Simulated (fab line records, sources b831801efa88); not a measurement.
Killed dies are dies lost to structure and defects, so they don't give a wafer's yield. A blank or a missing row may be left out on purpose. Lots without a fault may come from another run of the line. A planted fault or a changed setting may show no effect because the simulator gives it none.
Which tool did it? | flow sky130 | 6 lots, 18 wafers sampled, at 1 step of a route of 708

WHAT THE GAUGES READ, wafer by wafer
SKY_VT_ADJUST_HVTP_TW_MEAS_11.
lot  | measured     | on            | VT_ADJUST_HVTP_TW
L205 | day 6 08:47  | film_metro-01 | 1335 1332 1341
L207 | day 6 20:12  | film_metro-03 | 1369 1367 1368
L214 | day 9 00:06  | film_metro-01 | 1354 1357 1358
L219 | day 10 03:29 | film_metro-03 | 1371 1368 1373
L224 | day 11 09:59 | film_metro-01 | 1351 1348 1335
L226 | day 11 19:52 | film_metro-02 | 1361 1366 1359

WHICH TOOL RAN EACH LOT (tool, then ch and the chambers of the sampled wafers, then the start)
The record holds no process step before these readings.

THE ANSWER, worked out from the rows above alone
Rule: what is usual is taken from the lots themselves. Put in order of their means at a reading, lots are off if they are a third of the lots or fewer, leave a main group of 4 or more, and stand apart from it by a gap of 3 or more times the standard deviation of the main group's means; of several such gaps the widest counts. A main group whose means are all the same, to the digits that the tables above print for the reading, isn't used. A lot without any number at a reading at which 4 lots or more have one is off too. The other lots that the step has rows for count as sound.
No lot is off at any reading shown: from this, nothing can be told.

WHAT THE SIMULATOR HAD PUT IN
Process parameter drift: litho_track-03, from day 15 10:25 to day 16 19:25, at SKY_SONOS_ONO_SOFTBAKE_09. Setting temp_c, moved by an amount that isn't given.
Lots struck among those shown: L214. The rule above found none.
